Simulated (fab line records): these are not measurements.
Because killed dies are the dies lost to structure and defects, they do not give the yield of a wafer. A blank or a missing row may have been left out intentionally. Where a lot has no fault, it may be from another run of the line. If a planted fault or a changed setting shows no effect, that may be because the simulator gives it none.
The tool behind it: which one? + flow gf180mcu + 14 lots with 42 wafers sampled at 4 steps, on a route of 602 steps

WHAT THE GAUGES SHOWED, per wafer
GF_V1_CD_MEAS_14: the cd target is 260 nm.
| lot  | measured     | on       | cdNm (nm)         |
|------|--------------|----------|-------------------|
| L533 | day 18 18:28 | cdSem-01 | 261.7 261.8 260.0 |
| L535 | day 19 09:10 | cdSem-02 | 258.7 258.6 259.3 |
| L542 | day 22 11:25 | cdSem-01 | 259.8 261.2 261.2 |
| L543 | day 22 18:13 | cdSem-02 | 260.7 260.9 259.3 |
| L544 | day 22 21:25 | cdSem-01 | 260.3 261.0 259.6 |
| L545 | day 23 03:45 | cdSem-01 | 257.2 256.8 257.4 |
| L546 | day 23 09:54 | cdSem-02 | 260.7 260.1 262.5 |
| L548 | day 24 09:02 | cdSem-01 | 259.4 258.2 259.5 |
| L547 | day 24 11:28 | cdSem-01 | 259.9 260.1 259.1 |
| L549 | day 24 21:00 | cdSem-01 | 259.7 258.6 258.5 |
| L550 | day 24 21:43 | cdSem-02 | 258.9 259.5 259.8 |
| L552 | day 25 13:29 | cdSem-01 | 260.6 260.3 260.8 |
| L553 | day 25 18:14 | cdSem-02 | 260.7 259.7 259.8 |
| L555 | day 26 05:59 | cdSem-01 | 258.7 257.6 259.8 |

GF_M2_CD_MEAS_14: the cd target is 280 nm.
| lot  | measured     | on       | cdNm (nm)         |
|------|--------------|----------|-------------------|
| L533 | day 19 20:54 | cdSem-02 | 279.9 279.9 279.9 |
| L535 | day 20 11:22 | cdSem-01 | 278.4 279.3 278.8 |
| L542 | day 23 12:00 | cdSem-02 | - - -             |
| L543 | day 23 18:52 | cdSem-02 | - - -             |
| L544 | day 23 21:40 | cdSem-01 | 278.5 278.3 279.4 |
| L545 | day 24 03:30 | cdSem-01 | 280.0 278.9 280.4 |
| L546 | day 24 09:07 | cdSem-02 | 278.2 278.6 280.1 |
| L548 | day 25 08:15 | cdSem-01 | 279.9 278.4 279.9 |
| L547 | day 25 10:37 | cdSem-02 | 280.7 280.8 280.8 |
| L549 | day 25 19:12 | cdSem-01 | 281.2 280.3 280.4 |
| L550 | day 25 21:04 | cdSem-01 | 280.2 279.8 280.8 |
| L552 | day 26 12:25 | cdSem-01 | 278.3 278.9 278.6 |
| L553 | day 26 17:20 | cdSem-01 | 280.9 282.3 280.6 |
| L555 | day 27 04:22 | cdSem-01 | 280.8 280.5 280.4 |

TOOL THAT RAN EACH LOT (tool first, then ch and the chambers of the sampled wafers, then the start)
| lot  | GF_V1_STRIP_18                      | GF_M2_EXPOSE_11                  |
|------|-------------------------------------|----------------------------------|
| L533 | plasmaAsher-03 ch 0,1, day 18 18:44 | krfScanner-01 ch 0, day 19 08:25 |
| L535 | plasmaAsher-01 ch 0,1, day 19 09:26 | krfScanner-01 ch 0, day 19 23:13 |
| L542 | plasmaAsher-03 ch 0,1, day 22 11:41 | krfScanner-02, day 23 00:56      |
| L543 | plasmaAsher-01 ch 0,1, day 22 18:29 | krfScanner-01, day 23 07:23      |
| L544 | plasmaAsher-03 ch 0,1, day 22 21:41 | krfScanner-02 ch 0, day 23 10:31 |
| L545 | plasmaAsher-04 ch 0,1, day 23 04:01 | krfScanner-01 ch 0, day 23 17:38 |
| L546 | plasmaAsher-04 ch 0,1, day 23 10:11 | krfScanner-01 ch 0, day 23 22:58 |
| L548 | plasmaAsher-01 ch 0,1, day 24 09:17 | krfScanner-01 ch 0, day 24 22:18 |
| L547 | plasmaAsher-01 ch 0,1, day 24 11:49 | krfScanner-01 ch 0, day 25 00:00 |
| L549 | plasmaAsher-04 ch 1, day 24 21:16   | krfScanner-02 ch 0, day 25 08:59 |
| L550 | plasmaAsher-03 ch 0,1, day 24 22:00 | krfScanner-01 ch 0, day 25 10:26 |
| L552 | plasmaAsher-04 ch 0,1, day 25 13:46 | krfScanner-02 ch 0, day 26 01:50 |
| L553 | plasmaAsher-01 ch 0,1, day 25 18:31 | krfScanner-01 ch 0, day 26 06:23 |
| L555 | plasmaAsher-04 ch 0,1, day 26 06:16 | krfScanner-01 ch 0, day 26 18:52 |
- GF_V1_STRIP_18: strips in O2/N2.
- GF_M2_EXPOSE_11: exposes mask Metal2, target cd 280 nm.

AS READ BY THE TOOLS THEMSELVES (means over the sampled wafers that have a number; for cases with no such wafer, the mark the record gives instead)
GF_V1_STRIP_18.
| lot  | tool           | drypumpMotorCurrentA (A) | heaterPowerW (W) | n2FlowSccm (sccm) | oesProductAu (a.u.) |
|------|----------------|--------------------------|------------------|-------------------|---------------------|
| L533 | plasmaAsher-03 | 5.7                      | 360              | 300.2             | 0.590               |
| L535 | plasmaAsher-01 | 5.5                      | 339              | 300.6             | 0.593               |
| L542 | plasmaAsher-03 | 5.7                      | 360              | 297.7             | 0.592               |
| L543 | plasmaAsher-01 | 5.2                      | 341              | 300.1             | 0.587               |
| L544 | plasmaAsher-03 | 5.7                      | 356              | 300.3             | 0.594               |
| L545 | plasmaAsher-04 | 5.7                      | 337              | 299.7             | 0.594               |
| L546 | plasmaAsher-04 | 5.8                      | 335              | 301.0             | 0.591               |
| L548 | plasmaAsher-01 | 5.2                      | 343              | 299.6             | 0.590               |
| L547 | plasmaAsher-01 | 5.5                      | 344              | 300.2             | 0.593               |
| L549 | plasmaAsher-04 | 5.7                      | 328              | 299.5             | 0.595               |
| L550 | plasmaAsher-03 | 5.7                      | 366              | 299.5             | 0.592               |
| L552 | plasmaAsher-04 | 5.8                      | 337              | 300.6             | 0.593               |
| L553 | plasmaAsher-01 | 5.2                      | 337              | 298.9             | 0.593               |
| L555 | plasmaAsher-04 | 5.8                      | 343              | 300.5             | 0.595               |

GF_M2_EXPOSE_11.
| lot  | tool          | exposureDoseMJCm2 | focusOffsetNm (nm) |
|------|---------------|-------------------|--------------------|
| L533 | krfScanner-01 | 27.969            | 0.4                |
| L535 | krfScanner-01 | 27.962            | -0.4               |
| L542 | krfScanner-02 | -                 | -                  |
| L543 | krfScanner-01 | -                 | -                  |
| L544 | krfScanner-02 | 27.993            | 0.0                |
| L545 | krfScanner-01 | 27.943            | 0.5                |
| L546 | krfScanner-01 | 27.977            | 0.4                |
| L548 | krfScanner-01 | 27.982            | -0.1               |
| L547 | krfScanner-01 | 28.035            | 0.6                |
| L549 | krfScanner-02 | 28.018            | -0.1               |
| L550 | krfScanner-01 | 27.967            | 0.8                |
| L552 | krfScanner-02 | 27.983            | -0.1               |
| L553 | krfScanner-01 | 27.956            | -0.3               |
| L555 | krfScanner-01 | 27.925            | 0.7                |

THE ANSWER, worked out from the rows above alone
Rule: the usual values come from the lots themselves. Put in order of their means at a reading, lots are off if they are a third of the lots or fewer, leave a main group of 4 or more, and stand apart from it by a gap of 3 or more times the standard deviation of the main group's means; of several such gaps the widest counts. The tables above print the reading to a certain number of digits; a main group whose means all agree to those digits is not used. Also off: a lot with no number at a reading for which 4 or more lots have one. Where the step has rows for the other lots, those lots are counted as sound. The gauges are gone through in route order, then the tools' own readings, and for those a lot's mean is taken as printed above. The first step at which some lot is off is used, and at that step the reading that is off furthest; a lot without a number counts as furthest.
Off: L542, L543 (GF_M2_CD_MEAS_14, cdNm). Without a number there: L542, L543. The main group: mean 279.8 nm, standard deviation 0.86.
If a tool, at a process step before that reading, ran all the lots that are off and no sound lot after the first of them, it fits. The gauges at GF_M2_CD_MEAS_14 aren't tried: what is off there is off at GF_M2_EXPOSE_11 too, on other tools, and a gauge's error can't cause that. No candidate that was tried fits.

WHAT HAD BEEN PUT IN BY THE SIMULATOR
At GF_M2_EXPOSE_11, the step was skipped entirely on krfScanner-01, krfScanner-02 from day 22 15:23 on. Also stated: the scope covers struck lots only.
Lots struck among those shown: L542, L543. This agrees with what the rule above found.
